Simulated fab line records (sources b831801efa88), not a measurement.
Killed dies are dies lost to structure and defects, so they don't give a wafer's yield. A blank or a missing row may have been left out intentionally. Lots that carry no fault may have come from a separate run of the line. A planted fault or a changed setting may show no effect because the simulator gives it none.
Code-filled problem report in 8D (eight disciplines) form / flow sky130 / the parts of the form that need people (team, actions taken, sign-off) are left out

== 1. PROBLEM STATEMENT ==
FIELD_ISO_CVD_24_THK at SKY_FIELD_ISO_THK_MEAS_25 reads a mean of 455 nm on 1 wafer of 1 lot; wafers without a fault read 592 nm with a standard deviation of 7.3. Relative to the usual mean, that is a shift of -19 standard deviations.
Earliest sighting: wafer L984.4 on film_metro-02 at day 7 01:07. The record holds 34 wafers of 12 lots with a number at this step. The rule behind "out" and "out of limits": a value lying over 4 standard deviations away from the usual mean. Any other wafer with a number is counted as sound.

== 2. WHAT THIS IS AND IS NOT ==
question=which readings at this step; is=FIELD_ISO_CVD_24_THK; is not=-
question=which lots; is=L984; is not=L962, L964, L965, L966, L968, L969, L971, L973, L974, L976, L980
question=which wafers of those lots; is=all that have a number; is not=-
question=read on which gauges; is=film_metro-02; is not=film_metro-03, film_metro-04
question=when; is=from day 7 01:07; is not=up to then (33 sound wafers)

== 3. WHAT RULES OUT EACH SUSPECT ==
Counting: a tool at a process step up to the reading stays a suspect if it ran every lot that is out and no sound lot after the first of them.
- ruled out: the gauge at SKY_FIELD_ISO_THK_MEAS_25. All the wafers that are out were read on film_metro-02, but those of them that SKY_FIELD_ISO_CMP_27 has rows for are out there too, on other tools.
- hdpcvd-02 at SKY_FIELD_ISO_CVD_24 (deposits SiO2, target thk 595 nm, time 99.2 s): kept. It ran the lot that is out, L984 (day 7 01:03), and no sound lot after that; its last sound lot up to then is L980 (day 6 03:11).
The count leaves hdpcvd-02 at SKY_FIELD_ISO_CVD_24.

== 4. THE CAUSE (what the simulator had put in) ==
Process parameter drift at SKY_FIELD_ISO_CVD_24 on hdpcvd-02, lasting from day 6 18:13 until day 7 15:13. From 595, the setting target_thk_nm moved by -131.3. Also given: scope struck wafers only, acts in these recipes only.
Only this tool survived the counting.

== 5. THE EFFECT CHAIN, in route order ==
Each row: a reading where the mean over the struck wafers with a number is more than 3 standard deviations away from the usual. Scope: only readings with a usual standard deviation given in the record; hours: median across lots of the time from each lot's start at the first step in this table that gives one to its start at this step; sigmas: change in usual standard deviations.
hours=0; step=SKY_FIELD_ISO_THK_MEAS_25; reading=FIELD_ISO_CVD_24_THK; usual=592 nm; on struck wafers=455; change=-137; sigmas=-19
hours=8; step=SKY_FIELD_ISO_CMP_27; reading=time_to_endpoint_s; usual=108 s; on struck wafers=82; change=-26; sigmas=-5.5
Process steps it contains:
- SKY_FIELD_ISO_CMP_27: polishes, stops on Si3N4, t overpolish 16 s, target thk 457.8 nm.
Later measuring or inspecting steps at which every struck wafer that the step has a row for has a number for every such reading, and none has moved that far: SKY_NWELL_THK_MEAS_02, SKY_NWELL_OVL_MEAS_23.

== 6. HOW IT WOULD HAVE BEEN CAUGHT EARLIER ==
7 hours passed between the start of the fault at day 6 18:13 and the first reading out of limits at a measuring or inspecting step in this record, taken at day 7 01:07.
Each of the lots that are out, 1 in all, had begun SKY_FIELD_ISO_CVD_24 on hdpcvd-02 no later than day 7 01:07. Holding the tool at that point would not have protected any of them.
